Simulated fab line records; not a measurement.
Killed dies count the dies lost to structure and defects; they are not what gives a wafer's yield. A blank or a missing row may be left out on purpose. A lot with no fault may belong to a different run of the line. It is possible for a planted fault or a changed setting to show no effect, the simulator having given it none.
The tool behind it: which one? -- flow gf180mcu -- 13 lots with 39 wafers sampled at 6 steps, on a route of 602 steps

## WHAT THE GAUGES SHOWED, per wafer
GF_STI_THK_MEAS_04.
lot,measured,on,STI_CVD_03_THK (nm)
L660,day 2 05:34,film-metro-01,207.7 207.0 209.3
L662,day 2 14:34,film-metro-04,206.1 207.7 207.5
L665,day 3 05:43,film-metro-04,207.7 205.9 205.7
L666,day 3 10:34,film-metro-03,207.3 209.0 209.9
L667,day 3 15:51,film-metro-01,207.0 206.3 207.9
L669,day 4 01:34,film-metro-03,205.4 206.8 205.3
L670,day 4 06:34,film-metro-03,206.3 207.1 208.6
L671,day 4 13:07,film-metro-04,206.6 207.9 208.3
L672,day 4 16:49,film-metro-03,205.7 207.0 207.5
L674,day 5 04:21,film-metro-04,203.2 204.3 204.0
L675,day 5 08:16,film-metro-03,206.4 208.2 207.7
L678,day 5 22:34,film-metro-01,205.5 207.7 207.1
L680,day 6 09:20,film-metro-01,209.1 209.4 210.2

GF_STI_THK_MEAS_30.
lot,measured,on,STI_OXIDATION_02_THK (nm)
L660,day 2 23:01,film-metro-01,9.72 9.86 9.81
L662,day 3 07:29,film-metro-04,9.87 9.94 9.77
L665,day 4 00:16,film-metro-01,9.92 9.87 9.96
L666,day 4 04:02,film-metro-03,10.00 9.92 10.23
L667,day 4 10:59,film-metro-03,9.99 9.97 10.09
L669,day 4 19:45,film-metro-03,9.63 9.72 9.70
L670,day 5 02:05,film-metro-01,10.29 10.18 10.34
L671,day 5 07:38,film-metro-01,10.13 10.08 10.16
L672,day 5 11:56,film-metro-04,9.95 9.85 9.93
L674,day 5 22:32,film-metro-04,10.37 10.41 10.39
L675,day 6 02:55,film-metro-01,10.15 10.25 10.12
L678,day 6 17:50,film-metro-01,10.05 10.04 10.20
L680,day 7 06:44,film-metro-04,10.01 9.99 10.03

GF_NWELL_TW_MEAS_11.
lot,measured,on,NWELL_TW
L660,day 4 01:32,film-metro-04,1592 1594 1606
L662,day 4 10:10,film-metro-04,1592 1596 1588
L665,day 5 03:17,film-metro-02,1557 1543 1556
L666,day 5 07:14,film-metro-02,1566 1557 1558
L667,day 5 14:53,film-metro-01,1587 1586 1580
L669,day 6 00:47,film-metro-04,1761 1770 1765
L670,day 6 07:13,film-metro-01,1756 1749 1754
L671,day 6 12:55,film-metro-01,1583 1580 1588
L672,day 6 17:38,film-metro-01,1601 1588 1592
L674,day 7 05:23,film-metro-02,1560 1560 1566
L675,day 7 09:33,film-metro-02,1554 1560 1550
L678,day 8 00:32,film-metro-01,1591 1580 1592
L680,day 8 15:22,film-metro-02,1558 1552 1560

GF_LVPWELL_OVL_MEAS_07.
lot,measured,on,LVPWELL_OVL (nm)
L660,day 4 14:52,overlay-02,0.0 -1.5 -1.8
L662,day 5 00:03,overlay-02,-1.0 -0.9 -2.1
L665,day 5 17:04,overlay-02,-2.3 -0.4 -2.8
L666,day 5 21:28,overlay-01,-3.5 -1.6 -2.9
L667,day 6 04:34,overlay-02,-2.0 0.3 -1.3
L669,day 6 15:48,overlay-02,-3.2 -3.2 -4.0
L670,day 6 21:57,overlay-01,-1.4 -2.0 -1.2
L671,day 7 04:36,overlay-01,-1.6 -0.6 -1.4
L672,day 7 08:13,overlay-02,-2.5 -4.0 -2.4
L674,day 7 20:55,overlay-02,-2.9 -1.6 -1.1
L675,day 8 00:34,overlay-02,-1.0 0.3 1.2
L678,day 8 15:58,overlay-01,-0.3 -0.7 -1.6
L680,day 9 07:16,overlay-02,-2.8 -3.4 -2.6

GF_VT_IMPLANT_RS_MEAS_47: measurement is done with a four-point probe.
lot,measured,on,NWELL_RS (ohm/sq)
L660,day 8 09:46,film-metro-02,486.1 485.0 485.4
L662,day 8 19:17,film-metro-01,487.1 488.6 487.3
L665,day 9 16:46,film-metro-02,487.2 488.4 488.3
L666,day 9 22:33,film-metro-01,485.7 486.4 487.4
L667,day 10 06:33,film-metro-01,487.8 488.3 487.8
L669,day 10 20:01,film-metro-02,649.2 648.4 650.1
L670,day 11 02:37,film-metro-04,649.5 648.7 648.6
L671,day 11 09:36,film-metro-04,489.9 487.0 486.5
L672,day 11 15:24,film-metro-01,486.6 486.2 487.0
L674,day 12 07:25,film-metro-04,487.3 488.5 487.6
L675,day 12 11:28,film-metro-01,488.0 488.0 488.1
L678,day 13 06:37,film-metro-04,486.4 485.4 485.5
L680,day 14 02:39,film-metro-02,486.9 488.0 487.8

## EACH LOT AND THE TOOL THAT RAN IT (in order: tool; ch and the chambers of the sampled wafers; start)
lot,GF_NWELL_IMPLANT_08
L660,"implanter-01 ch 0, day 4 01:08"
L662,"implanter-02 ch 0, day 4 09:46"
L665,"implanter-04 ch 0, day 5 02:55"
L666,"implanter-02 ch 0, day 5 06:50"
L667,"implanter-01 ch 0, day 5 14:29"
L669,"implanter-01 ch 0, day 6 00:23"
L670,"implanter-01 ch 0, day 6 06:49"
L671,"implanter-04 ch 0, day 6 12:31"
L672,"implanter-04 ch 0, day 6 17:16"
L674,"implanter-04 ch 0, day 7 04:59"
L675,"implanter-02 ch 0, day 7 09:09"
L678,"implanter-02 ch 0, day 8 00:10"
L680,"implanter-04 ch 0, day 8 14:58"
- GF_NWELL_IMPLANT_08

## AS READ BY THE TOOLS THEMSELVES (means over the sampled wafers that have a number; for cases with no such wafer, the mark the record gives instead)
GF_NWELL_IMPLANT_08.
lot,tool,end-station-pressure-torr (Torr),tilt-deg (degrees)
L660,implanter-01,5.30e-06,0.028
L662,implanter-02,4.90e-06,0.013
L665,implanter-04,5.01e-06,0.020
L666,implanter-02,5.23e-06,-0.010
L667,implanter-01,5.04e-06,-0.001
L669,implanter-01,5.08e-06,4.981
L670,implanter-01,5.02e-06,4.997
L671,implanter-04,5.02e-06,0.002
L672,implanter-04,5.04e-06,-0.024
L674,implanter-04,5.06e-06,0.010
L675,implanter-02,5.06e-06,-0.010
L678,implanter-02,4.95e-06,-0.002
L680,implanter-04,4.99e-06,0.004

## THE ANSWER, worked out from the rows above alone
Rule: the usual values come from the lots themselves. Put in order of their means at a reading, lots are off if they are a third of the lots or fewer, leave a main group of 4 or more, and stand apart from it by a gap of 3 or more times the standard deviation of the main group's means; of several such gaps the widest counts. A main group is skipped when, at the precision printed for the reading in the tables above, its means are all equal. Also off: a lot with no number at a reading for which 4 or more lots have one. The other lots that the step has rows for count as sound. First the gauges in route order, then the tools' own readings, where a lot's mean is used as printed above. The first step at which some lot is off is used, and at that step the reading that is off furthest; a lot without a number counts as furthest.
Off: L669, L670, at GF_NWELL_TW_MEAS_11 (NWELL_TW). For the main group the mean is 1575 and the standard deviation 17.
A tool fits if, at a process step before that reading, it ran every lot that is off, and no sound lot after the first of them. Not tried: the gauges at GF_NWELL_TW_MEAS_11; whatever is off there is also off at GF_NWELL_IMPLANT_08, on other tools, and gauge error can't account for it. One fits: GF_NWELL_IMPLANT_08 on implanter-01. Its last sound lot is L667 (day 5 14:29), its first lot that is off L669 (day 6 00:23): a fault that began between those two fits.
The tool's own readings at GF_NWELL_IMPLANT_08 bear it out: on the lots that are off they differ by more than 5 times the standard deviation of the sound lots' means. tilt-deg reads 4.989 degrees there against 0.003 degrees on the sound lots.

## WHAT HAD BEEN PUT IN BY THE SIMULATOR
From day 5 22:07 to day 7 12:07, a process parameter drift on implanter-01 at GF_NWELL_IMPLANT_08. A move of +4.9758 in setting tilt-deg, from 0. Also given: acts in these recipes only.
Struck lots among those shown: L669, L670. This agrees with what the rule above found.
